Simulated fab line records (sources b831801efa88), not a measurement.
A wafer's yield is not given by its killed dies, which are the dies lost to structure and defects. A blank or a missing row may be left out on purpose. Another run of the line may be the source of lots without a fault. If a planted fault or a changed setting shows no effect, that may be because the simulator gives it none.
What tool caused it? | flow sky130 | 6 lots with 18 wafers sampled at 2 steps, on a route of 708 steps

## WHAT THE GAUGES READ, wafer by wafer
SKY_LDD_HVP_TW_MEAS_10.
lot  | measured     | on            | LDD_HVP_TW
L743 | day 23 00:14 | film_metro-01 | 460.1 460.0 462.7
L746 | day 24 00:22 | film_metro-02 | 460.6 458.0 459.3
L749 | day 24 17:29 | film_metro-02 | 438.5 437.9 438.9
L757 | day 27 17:55 | film_metro-02 | 459.6 458.4 459.2
L759 | day 28 11:25 | film_metro-02 | 458.3 461.2 461.2
L761 | day 29 02:40 | film_metro-01 | 458.3 462.3 458.7

## WHAT TOOL EACH LOT RAN ON (gives the tool, then ch and the chambers of the sampled wafers, and finally the start)
lot  | SKY_LDD_HVP_IMPLANT_08
L743 | implanter-02 ch 0, day 23 00:00
L746 | implanter-01 ch 0, day 24 00:08
L749 | implanter-02 ch 0, day 24 17:15
L757 | implanter-01 ch 0, day 27 17:41
L759 | implanter-02 ch 0, day 28 11:10
L761 | implanter-01 ch 0, day 29 02:25
- SKY_LDD_HVP_IMPLANT_08

## THE ANSWER, worked out from the rows above alone
Rule: the usual values come from the lots themselves. Put in order of their means at a reading, lots are off if they are a third of the lots or fewer, leave a main group of 4 or more, and stand apart from it by a gap of 3 or more times the standard deviation of the main group's means; of several such gaps the widest counts. The tables above print the reading to a certain number of digits; a main group whose means all agree to those digits is not used. A lot without any number at a reading at which 4 lots or more have one is off too. Where the step has rows for the other lots, those lots are counted as sound.
Off: at SKY_LDD_HVP_TW_MEAS_10 (LDD_HVP_TW), L749. Mean 459.9 and standard deviation 0.67 in the main group.
A tool fits if, at a process step before that reading, it ran every lot that is off, and no sound lot after the first of them. Gauges at SKY_LDD_HVP_TW_MEAS_10: tried the same way as those tools. None of those tried fits.

## WHAT THE SIMULATOR HAD INSERTED
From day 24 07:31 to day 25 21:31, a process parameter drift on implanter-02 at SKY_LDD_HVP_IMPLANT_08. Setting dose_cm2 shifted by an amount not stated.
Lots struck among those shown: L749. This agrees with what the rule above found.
